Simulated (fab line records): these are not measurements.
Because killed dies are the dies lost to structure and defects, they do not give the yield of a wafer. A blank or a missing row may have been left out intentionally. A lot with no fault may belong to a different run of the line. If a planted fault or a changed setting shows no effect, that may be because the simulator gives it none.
What tool caused it? | flow gf180mcu | Sampling: 6 lots, 18 wafers, 4 of 602 route steps

## WHAT EACH GAUGE READ, for each wafer
GF_VT_IMPLANT_RS_MEAS_47: measures by four-point-probe.
lot  | measured     | on           | NWELL_RS (ohm/sq)
L738 | day 7 20:19  | filmMetro-04 | 487.3 486.7 486.4
L742 | day 8 23:47  | filmMetro-01 | 489.8 489.9 490.1
L744 | day 9 14:51  | filmMetro-03 | 487.8 488.9 488.6
L754 | day 12 10:15 | filmMetro-04 | 488.6 488.5 487.9
L756 | day 12 21:34 | filmMetro-03 | 506.9 506.9 507.7
L759 | day 13 18:44 | filmMetro-04 | 506.9 508.8 508.5

## EACH LOT AND THE TOOL THAT RAN IT (in order: tool; ch and the chambers of the sampled wafers; start)
lot  | GF_NWELL_IMPLANT_08            | GF_NWELL_STRIP_10                  | GF_VT_IMPLANT_STRIP_31
L738 | implanter-03 ch 0, day 3 12:53 | plasmaAsher-03 ch 0,1, day 3 13:11 | plasmaAsher-01 ch 0,1, day 7 03:40
L742 | implanter-02 ch 0, day 4 10:52 | plasmaAsher-01 ch 0,1, day 4 11:10 | plasmaAsher-03 ch 0,1, day 8 06:22
L744 | implanter-02 ch 0, day 4 22:37 | plasmaAsher-02 ch 0,1, day 4 22:55 | plasmaAsher-02 ch 0,1, day 8 20:58
L754 | implanter-01 ch 0, day 7 05:13 | plasmaAsher-02 ch 0,1, day 7 05:31 | plasmaAsher-02 ch 0,1, day 11 14:55
L756 | implanter-02 ch 0, day 7 14:57 | plasmaAsher-03 ch 0,1, day 7 15:13 | plasmaAsher-02 ch 0,1, day 12 01:13
L759 | implanter-02 ch 0, day 8 08:09 | plasmaAsher-01 ch 0,1, day 8 08:25 | plasmaAsher-01 ch 0,1, day 12 22:17
- GF_NWELL_IMPLANT_08
- GF_NWELL_STRIP_10: strips in O2/N2.
- GF_VT_IMPLANT_STRIP_31: strips in O2/N2.

## THE ANSWER, worked out from the rows above alone
Rule: the lots themselves supply what counts as usual. Put in order of their means at a reading, lots are off if they are a third of the lots or fewer, leave a main group of 4 or more, and stand apart from it by a gap of 3 or more times the standard deviation of the main group's means; of several such gaps the widest counts. If all means in a main group match to the digits the tables above print for the reading, that group is not used. Also off: a lot with no number at a reading for which 4 or more lots have one. The other lots that the step has rows for count as sound.
Off: L756, L759, at GF_VT_IMPLANT_RS_MEAS_47 (NWELL_RS). For the main group the mean is 488.4 ohm/sq and the standard deviation 1.1.
A tool fits if, at a process step before that reading, it ran every lot that is off, and no sound lot after the first of them. Gauges at GF_VT_IMPLANT_RS_MEAS_47: tried the same way as those tools. One candidate fits, namely implanter-02 at GF_NWELL_IMPLANT_08. A fault onset in the window from L744 (day 4 22:37, its last sound lot) to L756 (day 7 14:57, its first lot off) fits.

## WHAT THE SIMULATOR PUT IN
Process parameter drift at GF_NWELL_IMPLANT_08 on implanter-02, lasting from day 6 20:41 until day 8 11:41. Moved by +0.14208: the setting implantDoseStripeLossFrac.
Lots struck among those shown: L756, L759. The rule above reached the same finding.
